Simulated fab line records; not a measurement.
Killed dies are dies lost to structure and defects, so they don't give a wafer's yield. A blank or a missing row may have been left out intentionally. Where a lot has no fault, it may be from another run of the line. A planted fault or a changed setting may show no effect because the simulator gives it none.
Chamber matching    flow gf180mcu    4 sister chambers for GF_V3_CMP_26 on cmp-02
The step polishes, stops on SiO2, t overpolish 15 s, target thk 0 nm. 33 wafers are shown with their chamber, then 12 later ones without.

## WAFERS WITH THEIR CHAMBER
wafer   chamber  motorCurrentA (A)  timeToEndpointS (s)  overpolishRunS (s)
L074.2  2        11.8               93                   14.995
L074.4  3        11.3               84                   14.999
L074.6  2        11.4               85                   14.996
L075.4  1        11.1               77                   15.000
L075.5  0        10.8               84                   15.014
L075.6  1        11.9               78                   15.008
L079.2  1        11.7               82                   15.011
L079.3  0        10.5               82                   14.986
L079.5  1        11.7               82                   15.009
L080.2  1        11.0               82                   14.998
L080.4  0        10.6               90                   15.003
L080.6  3        12.0               85                   14.994
L081.1  1        11.8               79                   15.002
L081.3  0        10.5               83                   15.023
L081.5  2        11.6               88                   15.009
L083.1  0        10.2               87                   15.005
L083.3  2        11.4               87                   15.002
L083.5  3        12.3               85                   14.989
L084.1  3        11.6               82                   15.014
L084.4  2        11.1               88                   15.005
L084.6  0        10.4               87                   15.003
L086.1  2        11.5               91                   14.999
L086.2  3        11.4               83                   14.996
L086.5  2        11.3               87                   15.005
L087.3  1        11.5               82                   14.999
L087.5  1        11.9               79                   14.993
L087.6  0        10.7               85                   15.006
L088.2  3        11.5               81                   14.988
L088.4  2        11.7               88                   14.985
L088.5  0        10.2               86                   15.000
L091.2  2        11.4               86                   14.983
L091.3  0        10.2               86                   15.000
L091.6  2        11.4               87                   15.016

SIGNATURES, as means of the wafers listed above
reading          chamber 0  chamber 1  chamber 2  chamber 3  scatter within a chamber
motorCurrentA    10.456     11.575     11.460     11.683     0.286
timeToEndpointS  85.56      80.12      88.00      83.33      2.2
overpolishRunS   15.00444   15.00250   14.99950   14.99667   0.00926
Rule: a wafer lies at a distance from a chamber equal to the root of the sum of squares, over the readings, of (its reading less the chamber's mean, divided by the reading's scatter). The wafer belongs to the nearest chamber; if the next one is less than 2 further off, it can't be placed. How the scatter is found: for the shown wafers, subtract from each reading the mean of its chamber, square and add these, divide the total by (wafers less chambers), then take the root.

## WAFERS WITH NO CHAMBER GIVEN
wafer   motorCurrentA (A)  timeToEndpointS (s)  overpolishRunS (s)
L092.2  9.8                85                   14.991
L092.5  10.6               84                   15.004
L092.6  11.8               77                   14.987
L093.1  11.8               82                   14.990
L093.4  10.5               89                   15.005
L093.5  11.8               81                   15.008
L096.2  10.9               77                   14.997
L096.3  11.8               75                   14.996
L096.5  11.4               80                   14.993
L097.1  10.1               87                   14.981
L097.3  12.2               83                   14.991
L097.6  11.5               82                   14.992

## WHICH CHAMBER EACH WENT THROUGH
wafer   from the rows above           in truth
L092.2  0                             0
L092.5  0                             0
L092.6  can't be placed: 1 or 3       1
L093.1  can't be placed: 3 or 1       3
L093.4  can't be placed: 0 or 2       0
L093.5  can't be placed: 1 or 3       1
L096.2  can't be placed: 1 or 3 or 0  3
L096.3  can't be placed: 1 or 3       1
L096.5  can't be placed: 1 or 3       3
L097.1  0                             0
L097.3  can't be placed: 3 or 1 or 2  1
L097.6  can't be placed: 3 or 1 or 2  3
3 of 12 placed correctly. These rows do not allow placing 9 (true chamber among the candidates in 9). Placed wrongly: 0.
